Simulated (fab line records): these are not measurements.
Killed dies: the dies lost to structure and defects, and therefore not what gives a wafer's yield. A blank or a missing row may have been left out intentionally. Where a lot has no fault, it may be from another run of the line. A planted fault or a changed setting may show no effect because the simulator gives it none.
2 desks looking at one fault -- flow sky130 -- what lay behind the numbers comes last; until then each desk has only its own

METROLOGY DESK
What the gauges read for every lot (on any tool): the sampled wafers with a number, averaged. Any lot whose mean is over 4 standard deviations away from the usual mean is out of limits and marked OUT; that distance is given in the brackets.
Columns: A = cd_nm at SKY_METAL1_CD_MEAS_15, usual 139.8 nm; B = METAL1_OVL at SKY_METAL1_OVL_MEAS_16, usual 0 nm
lot,first seen here,A,B
L594,day 33 08:20,139.2,-5
L597,day 34 05:11,139.3,2
L596,day 34 08:05,138.6,-1
L599,day 34 20:34,141.8,-1
L600,day 34 23:53,141.5,11
L601,day 35 08:43,141.9,3
L603,day 36 05:15,138.9,-1
L607,day 36 21:09,141.8,1
L606,day 36 22:38,139.8,-8
L608,day 37 17:50,139.5,-5
L609,day 37 22:08,141.2,2
L613,day 38 23:44,139.5,8
This desk's finding: nothing out of limits on any of the 12 lots.

AT THE TOOL OWNER'S DESK: rie_diel-03
The tool's own readings at SKY_VIA1_ETCH_14 (etches BARC in N2/H2, stops on SiO2, time 45.9 s, target depth 60 nm): means of the sampled wafers that have a number, for each lot that ran on this tool. Any lot whose mean is over 4 standard deviations away from the usual mean is out of limits and marked OUT; that distance is given in the brackets.
Columns: A = drypump_motor_current_A at SKY_VIA1_ETCH_14, usual 5.9 A; B = oes_product_au at SKY_VIA1_ETCH_14, usual 0.854 a.u.; C = rf_fwd_power_W at SKY_VIA1_ETCH_14, usual 494.8 W; D = throttle_valve_pct at SKY_VIA1_ETCH_14, usual 13.225 %
lot,first seen here,A,B,C,D
L594,day 34 12:32,6.2,0.854,494.7,13.227
L597,day 35 08:59,5.7,0.855,495.2,13.222
L596,day 35 12:08,5.6,0.856,575.1 (+42) OUT,13.234
L599,day 36 00:29,6.0,0.848,574.3 (+42) OUT,13.227
L600,day 36 04:20,5.8,0.851,575.5 (+42) OUT,13.229
This desk's verdict: out of limits on L596, L599, L600, starting with L596 at day 35 12:08 (rf_fwd_power_W at SKY_VIA1_ETCH_14). Within limits: L594, L597.

PUT TOGETHER
On L596, L599, L600, at day 35 12:08, an alarm was possible from the tool owner's desk.
From the metrology desk's view, nothing was out of limits.
The metrology desk holds a record of L596, L599, L600, inside its limits.
The lots listed all ran SKY_VIA1_ETCH_14 on rie_diel-03.

WHAT HAD BEEN PUT IN BY THE SIMULATOR
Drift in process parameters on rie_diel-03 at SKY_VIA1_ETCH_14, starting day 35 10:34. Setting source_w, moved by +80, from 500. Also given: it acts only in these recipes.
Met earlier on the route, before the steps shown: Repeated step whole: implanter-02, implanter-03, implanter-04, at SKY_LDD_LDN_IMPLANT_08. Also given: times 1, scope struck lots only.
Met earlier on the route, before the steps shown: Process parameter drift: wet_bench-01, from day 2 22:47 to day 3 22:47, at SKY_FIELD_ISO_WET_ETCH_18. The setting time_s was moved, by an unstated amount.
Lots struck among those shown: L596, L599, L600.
Each desk's first reading out of limits, in hours after the fault started: the tool owner's desk, 2.
